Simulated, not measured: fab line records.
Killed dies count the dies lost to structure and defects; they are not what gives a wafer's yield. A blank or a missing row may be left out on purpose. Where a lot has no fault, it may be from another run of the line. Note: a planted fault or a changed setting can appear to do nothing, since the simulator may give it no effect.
Struck lot and sound lot, side by side | flow gf180mcu | 16 steps out of a route of 602
Sound: wafers L121.2, L121.3, L121.5. Struck: wafers L116.2, L116.4, L116.5. At the end, the cause is stated.
Per side, at each step with rows, come the tool, then ch with its chambers, and then its first start. Under that, the readings that differ: sound wafers | struck wafers | difference of the means | sigmas: that difference in standard deviations of wafers without a fault.
alike: a reading whose means differ by less than 2 such deviations, as well as words and numbers matching on both sides. not compared: withheld readings; readings where some wafer has no value; bounds like >300 that might hide an equal value; numbers whose values overlap and for which the record gives no deviation.
The two part at a step that has a row with sigmas, a row that says differs or no value, or rows on one side only. When numbers do not overlap yet have no deviation, they are printed without sigmas and do not part them. A reading missing from all wafers of one side parts the sides only when that side holds two or more wafers.

first, 3 steps without rows for these wafers: GF_V3_EXPOSE_11 (exposes mask Via3, target cd 260 nm); GF_V3_PEB_12 (peb time 90 s); GF_V3_DEVELOP_13 (develop time 60 s).
GF_V3_CD_MEAS_14: target cd 260 nm.
  sound: cd sem-01 at day 28 11:50; struck: cd sem-01 at day 25 23:07
  reading    | sound             | struck            | difference | sigmas
  cd nm (nm) | 258.9 258.0 258.5 | 261.1 262.1 260.9 | +2.9       | +2
GF_V3_OVL_MEAS_15:
  sound: overlay-01 at day 28 11:57; struck: overlay-01 at day 25 23:13
  alike: V3_OVL
GF_V3_ETCH_16: etches BARC in N2/H2.
  sound on rie diel-02 ch 1,2,3, day 28 11:59; struck on rie diel-01 ch 0,1, day 25 23:15
  reading                     | sound       | struck      | difference | sigmas
  drypump motor current A (A) | 6.0 5.3 5.1 | 6.6 6.6 6.6 | +1.1       | +2
  alike: oes product au, throttle valve pct
GF_V3_ETCH_17: etches SiO2 in C4F8/O2/Ar, stops on TiN, target depth 635 nm.
  sound: rie diel-02 ch 1,2,3; struck: rie diel-01 ch 0,1
  alike: oes product au
GF_V3_STRIP_18: strips in O2/N2.
  sound on plasma asher-03 ch 0, day 28 12:07; struck on plasma asher-01 ch 0,1, day 25 23:23
  alike: drypump motor current A, heater power w, oes product au
  not compared: rf hours counter h
then, 2 steps without rows for these wafers: GF_V3_STRIP_19 (strips in post etch residue remover, time 1200 s); GF_V3_CLEAN_20 (cleans in DIW).
GF_V3_SPUTTER_21: material Ti, target thk 15 nm, time 80.02 s.
  sound: pvd sputter-04 at day 28 12:44; struck: pvd sputter-01 at day 25 23:55
  alike: throttle valve pct
GF_V3_SPUTTER_22: material TiN, target thk 10 nm, time 40 s.
  sound: pvd sputter-04 at day 28 12:47; struck: pvd sputter-01 at day 25 23:59
  alike: throttle valve pct
GF_V3_CVD_23: deposits W, target thk 350 nm, time 104.9 s.
  sound on cvd w-02 ch 0,1, day 28 12:50; struck on cvd w-02 ch 0,1, day 26 00:01
  no value came back on the struck wafers for chamber pressure Torr (Torr), heater power outer w (W), heater power w (W); on the sound wafers chamber pressure Torr (Torr) reads 40.02 40.06 39.96
GF_V3_RS_MEAS_24: uses a four-point probe to measure.
  sound: film metro-04 at day 28 12:58; struck: film metro-02 at day 26 00:09
  reading          | sound             | struck               | difference | sigmas
  V3_W_RS (ohm/sq) | 0.329 0.327 0.332 | 44.082 43.558 44.067 | +43.573    | +99 or more
GF_V3_THK_MEAS_25: measures by xrf.
  sound: film metro-04 at day 28 13:04; struck: film metro-02 at day 26 00:16
  reading       | sound       | struck   | difference | sigmas
  V3_W_THK (nm) | 334 335 329 | <0 <0 <0 | differs    |
GF_V3_CMP_26: polishes, stops on SiO2, t overpolish 15 s, target thk 0 nm.
  sound on cmp-01 ch 0,1,2, day 28 13:13; struck on cmp-01 ch 1,2, day 26 00:22
  reading                | sound    | struck | difference | sigmas
  time to endpoint s (s) | 80 82 81 | 0 0 0  | -81        | -21
  alike: motor current A

WHERE THEY PART
Last at GF_V3_CMP_26 as far as this record goes, first at GF_V3_CD_MEAS_14.

WHY: whatever the simulator had introduced
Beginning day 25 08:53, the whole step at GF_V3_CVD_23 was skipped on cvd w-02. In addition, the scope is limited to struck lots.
